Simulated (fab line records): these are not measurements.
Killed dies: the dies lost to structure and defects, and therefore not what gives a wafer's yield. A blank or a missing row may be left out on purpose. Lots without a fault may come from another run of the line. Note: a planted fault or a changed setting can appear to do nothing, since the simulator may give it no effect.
8D (eight disciplines) problem report, filled in by code ; flow gf180mcu ; the parts of the form that need people (team, actions taken, sign-off) are left out

== 1. WHAT IS WRONG ==
On 2 wafers of 1 lot, strip-time-to-endpoint-s at GF_M1_STRIP_17 has a mean of 7.67 s; fault-free wafers read 7.40 s, standard deviation 0.049. That is +5.4 standard deviations from the usual mean.
The step: strips in O2/N2.
First seen on wafer L988.3, day 21 15:49, on plasma-asher-03. Wafers with a number at this step in the record: 39, from 13 lots. Rule for "out" (also "out of limits"): further than 4 standard deviations from the usual mean. Any other wafer with a number is counted as sound.

== 2. WHAT IT IS; WHAT IT IS NOT ==
question;is;is not
which readings at this step;strip-time-to-endpoint-s;drypump-motor-current-A, heater-power-w, oes-product-au
which lots;L988;L976, L977, L980, L981, L983, L985, L987, L990, L991, L997, L998, L999
which wafers of those lots;L988.3, L988.5;L988.2
read on which tools;plasma-asher-03;plasma-asher-02, plasma-asher-04
when;from day 21 15:49;"up to then (22 sound wafers); but 15 sound wafers of L990, L991, L997, L998, L999 came after"

== 3. SUSPECTS, AND WHAT RULES EACH OUT ==
Counting: if a tool at a process step up to the reading ran every lot that is out, it stays a suspect. Sound lots after the first of them don't rule it out here, since some wafers of a struck lot are sound.
- plasma-asher-03 at GF_M1_STRIP_17 (strips in O2/N2): kept. It processed L988, the lot that is out, at day 21 15:49, and its most recent sound lot before then was L987 at day 21 04:35. On those wafers its own readings are out: strip-time-to-endpoint-s.
- Within plasma-asher-03 at GF_M1_STRIP_17: the wafers that are out ran in chamber 1; their sound lot-mates ran in chamber 0.
After counting, what remains is plasma-asher-03 at GF_M1_STRIP_17.

== 4. THE CAUSE (what the simulator had put in) ==
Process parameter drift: plasma-asher-03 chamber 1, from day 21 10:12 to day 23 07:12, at GF_M1_STRIP_17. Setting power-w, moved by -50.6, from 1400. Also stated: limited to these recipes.
Only this tool survived the counting.

== 5. THE CHAIN OF EFFECTS, in route order ==
Rows list readings where the struck wafers' mean (over those with a number) sits beyond 3 standard deviations from the usual. Readings are gone through only where the record gives a usual standard deviation; hours: the median, over the lots, of the time from a lot's start at the first step in this table giving one to that lot's start at this step; sigmas: the change measured in usual standard deviations.
hours;step;reading;usual;on struck wafers;change;sigmas
0;GF_M1_STRIP_17;strip-time-to-endpoint-s;7.40 s;7.67;+0.26;+5.4
Its process steps:
- GF_M1_STRIP_17: strips in O2/N2.
Later steps that measure or inspect, where all struck wafers having a row at the step show a number for every such reading and not one has moved that far: GF_V1_THK_MEAS_01, GF_V1_THK_MEAS_03.

== 6. HOW IT WOULD HAVE BEEN CAUGHT EARLIER ==
The fault began at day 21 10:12; the first out-of-limits reading in this record came at day 21 15:49, 6 hours later.
